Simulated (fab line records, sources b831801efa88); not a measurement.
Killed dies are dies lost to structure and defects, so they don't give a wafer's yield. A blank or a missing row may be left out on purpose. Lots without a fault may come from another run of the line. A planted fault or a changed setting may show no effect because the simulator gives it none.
Chamber matching | flow sfq_line | SFQ_TRILAYER_I0_CMP_CMP_028 on cmp-02: 4 sister chambers
The step polishes SiO2. 4 wafers are shown with their chamber, then 9 later ones without.

WAFERS WITH THEIR CHAMBER
wafer  | chamber | motor_current_A (A)
L320.5 | 2       | 8.4
L322.1 | 0       | 8.5
L322.3 | 1       | 9.7
L322.5 | 3       | 9.6

WAFERS WITHOUT THEIR CHAMBER
wafer  | motor_current_A (A)
L323.3 | 9.1
L323.4 | 8.3
L323.5 | 10.1
L324.2 | 8.5
L324.4 | 9.1
L324.6 | 8.6
L325.3 | 8.9
L325.1 | 8.7
L325.5 | 8.7

WHICH CHAMBER EACH WENT THROUGH
wafer  | from the rows above               | in truth
L323.3 | can't be placed: 3 or 0 or 1 or 2 | 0
L323.4 | can't be placed: 2 or 0           | 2
L323.5 | can't be placed: 1 or 3           | 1
L324.2 | can't be placed: 0 or 2           | 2
L324.4 | can't be placed: 3 or 0 or 1 or 2 | 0
L324.6 | can't be placed: 0 or 2           | 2
L325.3 | can't be placed: 0 or 2 or 3 or 1 | 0
L325.1 | can't be placed: 0 or 2           | 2
L325.5 | can't be placed: 0 or 2           | 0
Placed correctly: 0 of 9. Can't be placed from these rows: 9 (the true chamber is among the candidates in 9). Placed wrongly: 0.
How it was worked out, from the rows above alone: a wafer's distance from a chamber is the root of the sum, over the readings, of the square of ((its reading less the chamber's mean) divided by the reading's scatter). The wafer belongs to the nearest chamber; if the next one is less than 2 further off, it can't be placed. A chamber's mean is the mean of its shown wafers. The scatter: with one shown wafer a chamber, the root of the mean of the squares of how far each hidden wafer lies from its nearest shown one.
